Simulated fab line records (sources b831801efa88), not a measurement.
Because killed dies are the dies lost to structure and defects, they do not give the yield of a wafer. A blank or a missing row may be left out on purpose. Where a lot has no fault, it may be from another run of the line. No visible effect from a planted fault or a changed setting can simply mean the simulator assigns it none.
Chamber matching || flow sky130 || SKY_PASSIVATION_CVD_02 on pecvd-04 has 3 sister chambers
The step deposits Si3N4, target thk 540 nm. 22 wafers are shown with their chamber, then 11 later ones without.

WAFERS WITH THEIR CHAMBER
{"wafer": "L074.1", "chamber": 1, "heater power w (W)": 760}
{"wafer": "L074.2", "chamber": 0, "heater power w (W)": 656}
{"wafer": "L074.3", "chamber": 2, "heater power w (W)": 693}
{"wafer": "L078.1", "chamber": 1, "heater power w (W)": 647}
{"wafer": "L078.2", "chamber": 2, "heater power w (W)": 667}
{"wafer": "L078.4", "chamber": 1, "heater power w (W)": 679}
{"wafer": "L080.1", "chamber": 2, "heater power w (W)": 766}
{"wafer": "L080.3", "chamber": 1, "heater power w (W)": 740}
{"wafer": "L080.4", "chamber": 0, "heater power w (W)": 675}
{"wafer": "L081.2", "chamber": 2, "heater power w (W)": 643}
{"wafer": "L081.5", "chamber": 1, "heater power w (W)": 782}
{"wafer": "L081.6", "chamber": 2, "heater power w (W)": 676}
{"wafer": "L086.2", "chamber": 2, "heater power w (W)": 688}
{"wafer": "L086.5", "chamber": 1, "heater power w (W)": 768}
{"wafer": "L086.6", "chamber": 2, "heater power w (W)": 720}
{"wafer": "L087.2", "chamber": 0, "heater power w (W)": 595}
{"wafer": "L087.4", "chamber": 2, "heater power w (W)": 735}
{"wafer": "L087.5", "chamber": 1, "heater power w (W)": 708}
{"wafer": "L088.1", "chamber": 2, "heater power w (W)": 685}
{"wafer": "L088.3", "chamber": 1, "heater power w (W)": 636}
{"wafer": "L088.4", "chamber": 2, "heater power w (W)": 701}
{"wafer": "L089.2", "chamber": 1, "heater power w (W)": 751}

SIGNATURES, as means of the wafers listed above
{"reading": "heater power w", "chamber 0": 642.00, "chamber 1": 719.00, "chamber 2": 697.40, "scatter within a chamber": 44.8}
Rule: distance of a wafer from a chamber = root of the sum over the readings of ((wafer's reading minus chamber's mean) / reading's scatter) squared. If the next closest chamber is less than 2 further off than the closest, the wafer can't be placed; otherwise it belongs to the closest. The scatter: take each reading less its chamber's mean, square it, sum over the shown wafers, divide by the number of wafers less the number of chambers, and take the root.

WAFERS WITH NO CHAMBER GIVEN
{"wafer": "L089.3", "heater power w (W)": 631}
{"wafer": "L089.4", "heater power w (W)": 651}
{"wafer": "L091.2", "heater power w (W)": 671}
{"wafer": "L091.4", "heater power w (W)": 681}
{"wafer": "L091.5", "heater power w (W)": 673}
{"wafer": "L094.1", "heater power w (W)": 732}
{"wafer": "L094.2", "heater power w (W)": 628}
{"wafer": "L094.6", "heater power w (W)": 749}
{"wafer": "L097.3", "heater power w (W)": 634}
{"wafer": "L097.4", "heater power w (W)": 605}
{"wafer": "L097.5", "heater power w (W)": 774}

WHICH CHAMBER EACH WENT THROUGH
{"wafer": "L089.3", "from the rows above": "can't be placed: 0 or 2 or 1", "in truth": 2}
{"wafer": "L089.4", "from the rows above": "can't be placed: 0 or 2 or 1", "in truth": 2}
{"wafer": "L091.2", "from the rows above": "can't be placed: 2 or 0 or 1", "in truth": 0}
{"wafer": "L091.4", "from the rows above": "can't be placed: 2 or 1 or 0", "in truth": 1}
{"wafer": "L091.5", "from the rows above": "can't be placed: 2 or 0 or 1", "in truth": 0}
{"wafer": "L094.1", "from the rows above": "can't be placed: 1 or 2 or 0", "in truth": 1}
{"wafer": "L094.2", "from the rows above": "can't be placed: 0 or 2 or 1", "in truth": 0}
{"wafer": "L094.6", "from the rows above": "can't be placed: 1 or 2 or 0", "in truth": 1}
{"wafer": "L097.3", "from the rows above": "can't be placed: 0 or 2 or 1", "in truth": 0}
{"wafer": "L097.4", "from the rows above": "can't be placed: 0 or 2 or 1", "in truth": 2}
{"wafer": "L097.5", "from the rows above": "can't be placed: 1 or 2 or 0", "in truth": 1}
Correctly placed: 0 of 11. Not placeable from these rows: 11 (in 11, the candidates include the true chamber). 0 placed wrongly.
